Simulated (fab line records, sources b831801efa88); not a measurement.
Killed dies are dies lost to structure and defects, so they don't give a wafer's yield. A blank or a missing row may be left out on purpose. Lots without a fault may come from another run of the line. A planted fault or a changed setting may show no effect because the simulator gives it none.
fab line records | flow sky130
record lots=11 wafers=33 last_day=51
route steps=708 shown METAL1@449 VIA1@458 PAD_OPEN@708
lots that met no fault: from a run of the same line without faults
start_h: hours from the record's first day to the start of the lot's first wafer shown | wait_h: hours since the lot's step before | " the same as in the row above | L1.1+2: a row that stands for several wafers | - no value, or no start given | * or withheld: withheld | < > ~ a bound
route shown NAME@n: a module of which the file shows steps, and the number in the route of the first | usual: mean/standard deviation of fault-free wafers | same: alike in all rows | chamber/n: place in a boat | sites: the reading at each site | _std_site: their standard deviation | _edge_site: outer sites' mean less inner sites' | radius_mm: how far each site lies from the wafer's centre | mask NAME#n: copy n | behind: the tool/chamber that last shaped the wafer | hold: why the lot was held/for how many hours/how that ended | device: the transistor (n, p or np) that didn't switch | end of line: the same wafers' tests at the end of the route | a step without rows: its recipe alone | killed: dies lost to structure and defects at the first sort, not the wafer's yield | map: a wafer's dies, x killed, . not, _ none there
set.NAME: the setting as run; set.NAME@STEP: as run at that earlier step | model.NAME: the simulator's own value behind a step, which no gauge read
steps of the route over a sample of lots; a table a step, a row a wafer
services: from which hour (start_h, from the record's first day; less than 0 if before it) a tool's chamber was out of use, for how many hours, and why
## steps
# step SKY_METAL1_CD_MEAS_15
# recipe target_cd_nm=140
# usual cd_nm=139.5/1.4
# columns lot.wafer tool chamber start_h wait_h cd_nm
L200.2 cd_sem-01 - 783.93 - 137.4
L200.3 " - " " 139.0
L200.4 " - " " 138.9
L201.3 cd_sem-02 - 790.56 - 138.4
L201.5 " - " " 141.0
L201.6 " - " " 140.3
L202.3 cd_sem-01 - 800.75 - 137.8
L202.4 " - " " 138.8
L202.5 " - " " 139.1
L203.2 cd_sem-01 - 810.03 - 139.2
L203.3 " - " " 138.1
L203.6 " - " " 139.7
L204.3 cd_sem-01 - 818.85 - 139.2
L204.4 " - " " 138.7
L204.5 " - " " 137.6
L205.1 cd_sem-02 - 822.57 - 138.5
L205.2 " - " " 139.4
L205.4 " - " " 140.3
L214.2 cd_sem-02 - 890.89 - 141.2
L214.3 " - " " 140.2
L214.5 " - " " 140.7
L217.1 cd_sem-02 - 912.07 - 138.0
L217.2 " - " " 138.9
L217.4 " - " " 137.9
L218.3 cd_sem-02 - 924.65 - 139.1
L218.5 " - " " 139.8
L218.6 " - " " 140.9
L220.1 cd_sem-02 - 929.16 - 138.9
L220.4 " - " " 137.2
L220.6 " - " " 139.3
L223.2 cd_sem-02 - 955.08 - 143.5
L223.4 " - " " 143.3
L223.6 " - " " 142.7
# step SKY_METAL1_METAL_ETCH_19
# recipe target_depth_a=3600 stop_on=SiO2 over_etch_frac=0.3 time_s=78 chemistry=Cl2/BCl3 resist_sidewall_deg=88 pressure_mtorr=10 icp_w=900 bias_w=48.5 Cl2_flow_sccm=60 bcl3_flow_sccm=30
# usual drypump_motor_current_A=5.5/0.52 oes_product_au=0.855/0.0058 throttle_valve_pct=22.263/0.0087
# columns lot.wafer tool chamber start_h wait_h drypump_motor_current_A oes_product_au rf_hours_counter_h throttle_valve_pct
L200.2 rie_metal-02 1 784.16 0.0 5.0 0.861 11 22.256
L200.3 " 0 " " 5.9 0.853 - 22.260
L200.4 " 1 " " 5.0 0.853 - 22.262
L201.3 rie_metal-04 0 790.80 0.1 6.4 0.858 - 22.270
L201.5 " 1 " " 5.2 0.856 - 22.273
L201.6 " 0 " " 6.4 0.861 - 22.271
L202.3 rie_metal-01 0 800.99 0.1 5.7 0.846 - 22.247
L202.4 " 1 " " 5.0 0.848 - 22.253
L202.5 " 1 " " 5.0 0.859 - 22.260
L203.2 rie_metal-04 1 810.26 0.0 5.2 0.861 4 22.265
L203.3 " 1 " " 5.2 0.860 - 22.260
L203.6 " 1 " " 5.2 0.858 - 22.251
L204.3 rie_metal-01 1 819.13 0.1 5.0 0.853 - 22.259
L204.4 " 0 " " 5.7 0.849 - 22.254
L204.5 " 0 " " 5.6 0.855 - 22.277
L205.1 rie_metal-01 0 822.85 0.1 5.7 0.854 7 22.273
L205.2 " 1 " " 5.0 0.844 11 22.259
L205.4 " 0 " " 5.7 0.852 - 22.246
L214.2 rie_metal-01 0 891.12 0.0 5.6 0.860 10 22.275
L214.3 " 1 " " 5.0 0.858 - 22.255
L214.5 " 1 " " 5.0 0.862 - 22.269
L217.1 rie_metal-02 1 912.42 0.1 5.0 0.865 16 22.254
L217.2 " 1 " " 5.0 0.858 - 22.269
L217.4 " 1 " " 5.0 0.857 - 22.258
L218.3 rie_metal-04 0 924.89 0.1 6.4 0.877 - 22.262
L218.5 " 1 " " 5.2 0.857 - 22.268
L218.6 " 0 " " 6.4 0.865 - 22.246
L220.1 rie_metal-04 1 929.41 0.0 5.2 0.854 9 22.267
L220.4 " 0 " " 6.4 0.853 - 22.253
L220.6 " 0 " " 6.4 0.860 - 22.265
L223.2 rie_metal-04 0 955.31 0.0 6.4 0.859 8 22.257
L223.4 " 0 " " 6.4 0.862 - 22.242
L223.6 " 0 " " 6.4 0.857 - 22.258
# step SKY_METAL1_STRIP_20
# recipe chemistry=O2/N2 power_w=1400 pressure_mtorr=1500 platen_temp_c=withheld o2_flow_sccm=3000 n2_flow_sccm=300 overash_fraction=0.5
# usual drypump_motor_current_A=5.78/0.29 oes_product_au=0.342/0.0046 strip_time_to_endpoint_s=2.69/0.049
# columns lot.wafer tool chamber start_h wait_h drypump_motor_current_A oes_product_au rf_hours_counter_h strip_time_to_endpoint_s
L200.2 plasma_asher-04 1 784.25 0.1 5.86 0.343 33 2.70
L200.3 " 1 " " 5.89 0.341 - 2.64
L200.4 " 0 " " 5.16 0.345 - 2.70
L201.3 plasma_asher-02 0 790.89 0.1 6.08 0.337 - 2.69
L201.5 " 0 " " 6.06 0.350 - 2.80
L201.6 " 1 " " 5.62 0.342 - 2.70
L202.3 plasma_asher-02 1 801.08 0.1 5.60 0.341 - 2.64
L202.4 " 0 " " 6.04 0.339 - 2.70
L202.5 " 1 " " 5.60 0.351 - 2.70
L203.2 plasma_asher-02 0 810.35 0.1 6.04 0.344 99 2.71
L203.3 " 1 " " 5.60 0.338 - 2.73
L203.6 " 0 " " 6.06 0.345 - 2.74
L204.3 plasma_asher-01 0 819.24 0.1 6.01 0.341 - 2.65
L204.4 " 1 " " 5.83 0.347 - 2.62
L204.5 " 0 " " 6.00 0.336 - 2.60
L205.1 plasma_asher-01 1 822.97 0.1 5.82 0.341 7 2.64
L205.2 " 0 " " 6.01 0.335 7 2.70
L205.4 " 0 " " 6.00 0.338 - 2.67
L214.2 plasma_asher-04 0 891.21 0.1 5.19 0.350 44 2.61
L214.3 " 0 " " 5.18 0.343 - 2.66
L214.5 " 0 " " 5.19 0.339 - 2.67
L217.1 plasma_asher-01 0 912.60 0.1 6.00 0.338 16 2.75
L217.2 " 1 " " 5.78 0.346 16 2.73
L217.4 " 1 " " 5.79 0.341 - 2.73
L218.3 plasma_asher-04 1 924.98 0.1 5.85 0.342 - 2.68
L218.5 " 1 " " 5.85 0.344 - 2.74
L218.6 " 0 " " 5.19 0.344 - 2.67
L220.1 plasma_asher-01 0 929.50 0.1 6.00 0.344 18 2.80
L220.4 " 0 " " 6.00 0.340 - 2.72
L220.6 " 1 " " 5.80 0.345 - 2.72
L223.2 plasma_asher-01 0 955.40 0.1 5.98 0.340 20 2.70
L223.4 " 0 " " 5.98 0.346 - 2.75
L223.6 " 0 " " 6.00 0.344 - 2.68
# step SKY_VIA1_HDPCVD_00
# recipe material=SiO2 target_thk_nm=1030 sigma_open_frac=0.3 time_s=171.7 temp_c=400 sih4_flow_sccm=60 pressure_mtorr=6
# usual sih4_flow_sccm=60.01/0.2
# columns lot.wafer tool chamber start_h wait_h sih4_flow_sccm
L200.2 hdpcvd-01 0 784.84 0.0 59.78
L200.3 " 2 " " 59.95
L200.4 " 1 " " 60.56
L201.3 hdpcvd-01 0 791.85 0.0 59.94
L201.5 " 1 " " 59.96
L201.6 " 2 " " 60.29
L202.3 hdpcvd-01 0 802.13 0.0 59.96
L202.4 " 0 " " 59.86
L202.5 " 2 " " 60.19
L203.2 hdpcvd-01 0 810.95 0.0 60.12
L203.3 " 0 " " 60.01
L203.6 " 2 " " 60.09
L204.3 hdpcvd-02 2 820.29 0.1 59.96
L204.4 " 0 " " 60.20
L204.5 " 2 " " 60.27
L205.1 hdpcvd-02 0 824.00 0.0 59.87
L205.2 " 2 " " 59.67
L205.4 " 2 " " 60.04
L214.2 hdpcvd-01 2 891.80 0.0 60.11
L214.3 " 0 " " 29.98
L214.5 " 2 " " 60.31
L217.1 hdpcvd-02 0 913.27 0.0 60.23
L217.2 " 2 " " 60.01
L217.4 " 0 " " 60.03
L218.3 hdpcvd-02 2 925.54 0.0 59.79
L218.5 " 0 " " 59.90
L218.6 " 1 " " 59.97
L220.1 hdpcvd-02 1 930.09 0.0 59.94
L220.4 " 1 " " 59.81
L220.6 " 2 " " 60.31
L223.2 hdpcvd-02 0 956.05 0.1 59.89
L223.4 " 0 " " 59.94
L223.6 " 2 " " 59.90
# step SKY_VIA1_THK_MEAS_01
# recipe reads=SiO2_of_VIA1_HDPCVD_00
# usual VIA1_HDPCVD_THK=1033/12
# columns lot.wafer tool chamber start_h wait_h VIA1_HDPCVD_THK[nm]
L200.2 film_metro-04 - 784.96 0.1 1043
L200.3 " - " " 1036
L200.4 " - " " 1023
L201.3 film_metro-04 - 791.99 0.1 1035
L201.5 " - " " 1026
L201.6 " - " " 1027
L202.3 film_metro-04 - 802.26 0.1 1052
L202.4 " - " " 1034
L202.5 " - " " 1046
L203.2 film_metro-01 - 811.13 0.1 1041
L203.3 " - " " 1036
L203.6 " - " " 1042
L204.3 film_metro-03 - 820.42 0.1 1032
L204.4 " - " " 1040
L204.5 " - " " 1026
L205.1 film_metro-04 - 824.16 0.1 1051
L205.2 " - " " 1027
L205.4 " - " " 1033
L214.2 film_metro-03 - 891.92 0.1 1046
L214.3 " - " " 518
L214.5 " - " " 1046
L217.1 film_metro-04 - 913.38 0.1 1035
L217.2 " - " " 1026
L217.4 " - " " 1038
L218.3 film_metro-04 - 925.70 0.1 1027
L218.5 " - " " 1034
L218.6 " - " " 1012
L220.1 film_metro-01 - 930.20 0.1 1017
L220.4 " - " " 1018
L220.6 " - " " 1025
L223.2 film_metro-03 - 956.17 0.1 1028
L223.4 " - " " 1028
L223.6 " - " " 1031
# step SKY_PAD_OPEN_PROBE_99
# usual defect_limited_yield=82.7/1.9 killed_at_M0_to_M3=43/7.3 killed_at_M4_up=3.2/1.9 killed_at_contacts=24/5.5 killed_at_front_end=15/4.7 killed_at_other=0.5/0.75 killed_dies=85/9.5 killed_open=46/7 killed_short=38/7.4
# same gross_dies=492 killed_at_back_side=0
# columns lot.wafer tool chamber start_h wait_h defect_limited_yield[%] killed_at_M0_to_M3 killed_at_M4_up killed_at_contacts killed_at_front_end killed_at_other killed_dies killed_open killed_short
L200.2 prober-01 - 1098.88 0.1 80.3 36 4 32 25 0 97 42 55
L200.3 prober-01 - 1098.93 0.2 83.1 38 4 21 20 0 83 38 45
L200.4 prober-01 - 1098.98 0.2 82.5 44 2 22 18 0 86 54 32
L201.3 prober-02 - 1104.54 0.2 80.1 60 5 27 6 0 98 56 41
L201.5 prober-02 - 1104.64 0.2 82.5 54 2 14 16 0 86 48 38
L201.6 prober-02 - 1104.69 0.2 81.3 53 4 20 15 0 92 46 44
L202.3 prober-01 - 1111.44 0.2 83.1 38 4 26 15 0 83 44 39
L202.4 prober-01 - 1111.49 0.2 84.8 36 1 27 11 0 75 51 23
L202.5 prober-01 - 1111.54 0.2 85.4 38 4 18 12 0 72 47 24
L203.2 prober-02 - 1117.18 0.1 82.9 34 3 33 14 0 84 49 35
L203.3 prober-02 - 1117.23 0.2 82.3 46 4 18 18 1 87 45 42
L203.6 prober-02 - 1117.38 0.2 83.3 52 2 21 4 3 82 47 35
L204.3 prober-01 - 1127.88 0.2 84.8 42 6 20 7 0 75 37 38
L204.4 prober-01 - 1127.93 0.2 83.9 38 1 25 13 2 79 38 41
L204.5 prober-01 - 1127.98 0.2 84.6 38 5 18 15 0 76 38 38
L205.1 prober-02 - 1128.44 0.1 83.7 44 2 14 20 0 80 44 36
L205.2 prober-02 - 1128.49 0.1 82.5 41 5 20 20 0 86 47 38
L205.4 prober-02 - 1128.59 0.2 83.9 50 1 19 9 0 79 45 34
L214.2 prober-01 - 1175.88 0.1 83.5 43 1 25 12 0 81 52 28
L214.3 prober-01 - 1175.93 0.2 81.3 41 2 28 19 2 92 63 29
L214.5 prober-01 - 1176.03 0.2 82.1 51 2 24 11 0 88 43 45
L217.1 prober-01 - 1192.23 0.1 82.7 34 3 28 19 1 85 47 38
L217.2 prober-01 - 1192.28 0.1 80.9 47 4 28 15 0 94 53 41
L217.4 prober-01 - 1192.38 0.2 79.5 49 0 32 20 0 101 63 38
L218.3 prober-02 - 1198.98 0.2 83.1 47 2 25 9 0 83 43 40
L218.5 prober-02 - 1199.08 0.2 81.9 41 1 30 15 2 89 48 40
L218.6 prober-02 - 1199.13 0.2 81.5 43 4 32 12 0 91 54 37
L220.1 prober-02 - 1202.99 0.1 82.1 43 7 24 13 1 88 49 39
L220.4 prober-02 - 1203.14 0.2 83.3 44 5 21 11 1 82 48 34
L220.6 prober-02 - 1203.24 0.2 85.2 34 1 26 11 1 73 41 32
L223.2 prober-02 - 1217.93 0.1 79.9 43 5 30 19 2 99 50 48
L223.4 prober-02 - 1218.03 0.2 79.5 52 6 27 13 3 101 66 34
L223.6 prober-02 - 1218.13 0.2 83.5 32 7 26 16 0 81 48 33
# killed by level:class
L200.2 CONTACT:geometric_particle:open=10 LOCAL_INTERCONNECT:geometric_particle:short=8 SPACER:geometric_particle:short=6 FIELD_ISO:geometric_particle:short=6 CONTACT:geometric_particle:short=6 LI_CONTACT:geometric_particle:open=6 VIA2:geometric_particle:open=5 VIA1:geometric_particle:short=5
L200.3 METAL2:geometric_particle:short=9 VIA2:geometric_particle:open=8 CONTACT:geometric_particle:open=7 METAL1:geometric_particle:short=6 VIA1:geometric_particle:open=6 CONTACT:geometric_particle:short=5 METAL4:geometric_particle:short=4 FIELD_ISO:geometric_particle:open=4
L200.4 VIA2:geometric_particle:open=10 VIA3:geometric_particle:open=8 FIELD_ISO:geometric_particle:open=7 VIA1:geometric_particle:open=7 CONTACT:geometric_particle:short=6 CONTACT:geometric_particle:open=6 METAL2:geometric_particle:short=6 LI_CONTACT:geometric_particle:open=5
L201.3 VIA1:geometric_particle:open=20 LI_CONTACT:geometric_particle:open=8 VIA2:geometric_particle:open=8 VIA3:geometric_particle:open=6 CONTACT:geometric_particle:short=6 METAL2:geometric_particle:short=6 CONTACT:geometric_particle:open=6 VIA1:geometric_particle:short=6
L201.5 METAL2:geometric_particle:short=13 CONTACT:geometric_particle:open=9 VIA1:geometric_particle:open=9 VIA2:geometric_particle:open=9 FIELD_ISO:geometric_particle:open=6 VIA3:geometric_particle:short=6 POLY_GATE:geometric_particle:short=4 METAL2:geometric_particle:open=4
L201.6 VIA1:geometric_particle:open=9 LI_CONTACT:geometric_particle:open=7 VIA2:geometric_particle:open=7 LOCAL_INTERCONNECT:geometric_particle:short=6 METAL3:geometric_particle:short=6 METAL2:geometric_particle:short=6 METAL1:geometric_particle:short=6 FIELD_ISO:geometric_particle:open=5
L202.3 CONTACT:geometric_particle:open=13 METAL2:geometric_particle:short=7 VIA1:geometric_particle:open=5 VIA2:geometric_particle:short=5 FIELD_ISO:geometric_particle:open=4 LI_CONTACT:geometric_particle:short=4 VIA2:geometric_particle:open=4 VIA3:geometric_particle:short=4
L202.4 CONTACT:geometric_particle:open=10 LI_CONTACT:geometric_particle:open=9 VIA1:geometric_particle:open=7 VIA2:geometric_particle:open=7 VIA3:geometric_particle:open=6 LOCAL_INTERCONNECT:geometric_particle:short=5 FIELD_ISO:geometric_particle:open=4 METAL2:geometric_particle:short=4
L202.5 VIA2:geometric_particle:open=11 VIA1:geometric_particle:open=10 CONTACT:geometric_particle:open=8 VIA3:geometric_particle:open=6 METAL2:geometric_particle:short=4 LI_CONTACT:geometric_particle:open=3 LOCAL_INTERCONNECT:geometric_particle:short=3 FIELD_ISO:geometric_particle:open=2
L203.2 LI_CONTACT:geometric_particle:open=12 VIA1:geometric_particle:open=9 LOCAL_INTERCONNECT:geometric_particle:short=8 VIA3:geometric_particle:open=7 CONTACT:geometric_particle:open=6 METAL2:geometric_particle:short=5 VIA2:geometric_particle:open=5 POLY_GATE:geometric_particle:short=4
L203.3 VIA1:geometric_particle:open=13 METAL2:geometric_particle:short=9 METAL1:geometric_particle:short=8 POLY_GATE:geometric_particle:open=6 CONTACT:geometric_particle:open=6 VIA3:geometric_particle:open=5 CONTACT:geometric_particle:short=4 FIELD_ISO:geometric_particle:short=3
L203.6 VIA1:geometric_particle:open=12 CONTACT:geometric_particle:open=9 VIA2:geometric_particle:open=9 VIA3:geometric_particle:open=6 VIA1:geometric_particle:short=5 METAL2:geometric_particle:short=5 VIA3:geometric_particle:short=5 LI_CONTACT:geometric_particle:short=4
L204.3 VIA1:geometric_particle:open=8 LI_CONTACT:geometric_particle:open=7 CONTACT:geometric_particle:open=6 VIA3:geometric_particle:open=6 VIA3:geometric_particle:short=6 METAL2:geometric_particle:short=4 VIA1:geometric_particle:short=4 VIA2:geometric_particle:open=4
L204.4 CONTACT:geometric_particle:open=10 METAL1:geometric_particle:short=7 VIA1:geometric_particle:open=7 LOCAL_INTERCONNECT:geometric_particle:short=5 METAL2:geometric_particle:short=4 CONTACT:geometric_particle:short=4 VIA3:geometric_particle:open=4 VIA3:geometric_particle:short=4
L204.5 VIA1:geometric_particle:open=8 CONTACT:geometric_particle:open=7 VIA1:geometric_particle:short=6 CONTACT:geometric_particle:short=5 VIA2:geometric_particle:open=5 METAL4:geometric_particle:short=5 POLY_GATE:geometric_particle:open=4 METAL1:geometric_particle:short=4
L205.1 VIA2:geometric_particle:open=7 VIA1:geometric_particle:short=7 POLY_GATE:geometric_particle:open=6 VIA3:geometric_particle:open=6 METAL2:geometric_particle:short=6 VIA1:geometric_particle:open=6 POLY_GATE:geometric_particle:short=5 CONTACT:geometric_particle:open=5
L205.2 VIA1:geometric_particle:open=10 CONTACT:geometric_particle:open=6 LOCAL_INTERCONNECT:geometric_particle:short=6 VIA3:geometric_particle:open=6 FIELD_ISO:geometric_particle:short=5 POLY_GATE:geometric_particle:open=5 POLY_GATE:geometric_particle:short=5 METAL4:geometric_particle:short=5
L205.4 VIA1:geometric_particle:open=12 CONTACT:geometric_particle:open=11 VIA2:geometric_particle:open=9 VIA1:geometric_particle:short=6 VIA3:geometric_particle:open=6 METAL2:geometric_particle:short=5 VIA3:geometric_particle:short=5 CONTACT:geometric_particle:short=4
L214.2 CONTACT:geometric_particle:open=12 VIA2:geometric_particle:open=9 LI_CONTACT:geometric_particle:open=8 VIA1:geometric_particle:open=7 VIA1:geometric_particle:short=5 VIA3:geometric_particle:open=5 VIA2:geometric_particle:short=4 FIELD_ISO:geometric_particle:open=3
L214.3 VIA1:geometric_particle:open=15 VIA3:geometric_particle:open=11 FIELD_ISO:geometric_particle:open=10 CONTACT:geometric_particle:open=10 CONTACT:geometric_particle:short=8 LI_CONTACT:geometric_particle:open=5 LOCAL_INTERCONNECT:geometric_particle:short=4 FIELD_ISO:geometric_particle:short=3
L214.5 VIA1:geometric_particle:open=10 CONTACT:geometric_particle:open=8 LI_CONTACT:geometric_particle:open=6 LOCAL_INTERCONNECT:geometric_particle:short=6 METAL2:geometric_particle:short=6 VIA2:geometric_particle:open=6 VIA3:geometric_particle:open=6 POLY_GATE:geometric_particle:short=4
L217.1 CONTACT:geometric_particle:open=13 LI_CONTACT:geometric_particle:open=7 VIA3:geometric_particle:open=7 POLY_GATE:geometric_particle:short=6 VIA1:geometric_particle:open=6 POLY_GATE:geometric_particle:open=5 FIELD_ISO:geometric_particle:short=4 METAL1:geometric_particle:short=4
L217.2 VIA1:geometric_particle:open=16 VIA1:geometric_particle:short=10 CONTACT:geometric_particle:open=10 LI_CONTACT:geometric_particle:open=7 VIA3:geometric_particle:open=6 POLY_GATE:geometric_particle:short=5 LI_CONTACT:geometric_particle:short=4 LOCAL_INTERCONNECT:geometric_particle:short=4
L217.4 VIA1:geometric_particle:open=15 CONTACT:geometric_particle:open=11 LI_CONTACT:geometric_particle:open=9 CONTACT:geometric_particle:short=6 VIA3:geometric_particle:open=6 POLY_GATE:geometric_particle:short=5 VIA2:geometric_particle:open=5 VIA2:geometric_particle:short=5
L218.3 CONTACT:geometric_particle:open=10 VIA1:geometric_particle:open=9 VIA2:geometric_particle:open=9 CONTACT:geometric_particle:short=8 METAL1:geometric_particle:short=6 VIA1:geometric_particle:short=6 METAL2:geometric_particle:short=5 FIELD_ISO:geometric_particle:open=3
L218.5 CONTACT:geometric_particle:open=14 VIA1:geometric_particle:open=10 LOCAL_INTERCONNECT:geometric_particle:short=7 METAL3:geometric_particle:short=6 LI_CONTACT:geometric_particle:open=5 METAL2:geometric_particle:short=5 VIA2:geometric_particle:open=5 FIELD_ISO:geometric_particle:open=4
L218.6 VIA2:geometric_particle:open=11 CONTACT:geometric_particle:open=10 VIA1:geometric_particle:open=10 LI_CONTACT:geometric_particle:open=9 LOCAL_INTERCONNECT:geometric_particle:short=6 VIA3:geometric_particle:open=5 FIELD_ISO:geometric_particle:short=4 POLY_GATE:geometric_particle:open=4
L220.1 VIA1:geometric_particle:open=14 CONTACT:geometric_particle:open=9 VIA2:geometric_particle:open=7 LI_CONTACT:geometric_particle:open=6 METAL4:geometric_particle:short=6 METAL2:geometric_particle:short=5 FIELD_ISO:geometric_particle:open=4 VIA2:geometric_particle:short=4
L220.4 VIA1:geometric_particle:open=12 LI_CONTACT:geometric_particle:open=9 METAL2:geometric_particle:short=8 VIA1:geometric_particle:short=5 CONTACT:geometric_particle:open=5 METAL1:geometric_particle:short=5 VIA3:geometric_particle:open=5 FIELD_ISO:geometric_particle:open=4
L220.6 CONTACT:geometric_particle:open=10 VIA1:geometric_particle:open=8 LI_CONTACT:geometric_particle:open=8 VIA2:geometric_particle:open=5 METAL1:geometric_particle:short=4 METAL2:geometric_particle:short=4 FIELD_ISO:geometric_particle:open=3 POLY_GATE:geometric_particle:short=3
L223.2 VIA1:geometric_particle:open=12 CONTACT:geometric_particle:open=10 METAL2:geometric_particle:short=9 LI_CONTACT:geometric_particle:open=7 FIELD_ISO:geometric_particle:short=6 CONTACT:geometric_particle:short=6 POLY_GATE:geometric_particle:open=5 VIA1:geometric_particle:short=5
L223.4 VIA1:geometric_particle:open=11 VIA2:geometric_particle:open=11 LI_CONTACT:geometric_particle:open=9 CONTACT:geometric_particle:open=9 FIELD_ISO:geometric_particle:open=6 POLY_GATE:geometric_particle:open=5 CONTACT:geometric_particle:short=5 VIA1:geometric_particle:short=5
L223.6 VIA1:geometric_particle:open=13 CONTACT:geometric_particle:open=12 FIELD_ISO:geometric_particle:open=6 LI_CONTACT:geometric_particle:open=6 FIELD_ISO:geometric_particle:short=4 VIA2:geometric_particle:open=4 POLY_GATE:geometric_particle:short=3 LI_CONTACT:geometric_particle:short=3
## services
# columns tool chamber start_h hours kind
rie_metal-02 - 798.20 0.2 repair
hdpcvd-02 - 803.94 0.7 repair
plasma_asher-02 - 806.72 0.6 repair
hdpcvd-01 1 810.16 5.1 repair
hdpcvd-02 1 814.92 9.5 repair
rie_metal-02 - 827.17 1.4 pm
plasma_asher-04 - 830.16 7.1 repair
rie_metal-02 0 837.55 3.2 repair
rie_metal-02 0 889.52 - clean
rie_metal-02 0 889.52 32.9 scheduled_down
rie_metal-02 0 889.52 32.9 vent_cycle
hdpcvd-02 - 921.70 2.8 pm
rie_metal-02 1 922.37 - clean
rie_metal-02 1 922.37 16.9 scheduled_down
rie_metal-02 1 922.37 16.9 vent_cycle
hdpcvd-02 0 942.88 4.7 repair
hdpcvd-01 - 950.25 15.0 pm
hdpcvd-01 0 950.25 15.0 vent_cycle
hdpcvd-01 1 950.25 15.0 vent_cycle
hdpcvd-01 2 950.25 15.0 vent_cycle
plasma_asher-02 - 950.56 2.8 pm
## key
first_sign step=SKY_VIA1_HDPCVD_00 reading=sih4_flow_sccm direction=down sigmas=99+ usual=60.01 struck=29.98
effect step=SKY_VIA1_THK_MEAS_01 reading=VIA1_HDPCVD_THK direction=down sigmas=43 usual=1033 struck=518
met_at SKY_VIA1_HDPCVD_00
struck_lots L214
struck_wafers L214.3
not_acting_at SKY_METAL1_CD_MEAS_15,SKY_METAL1_METAL_ETCH_19,SKY_METAL1_STRIP_20
onset_between 810.95 891.80
fault kind=process_parameter_drift tool=hdpcvd-01 chamber=0 onset_h=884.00 steps=SKY_VIA1_HDPCVD_00 channel=sih4_flow_sccm offset=-30 shape=step end_h=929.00 acts_in=these_recipes_only stated=60
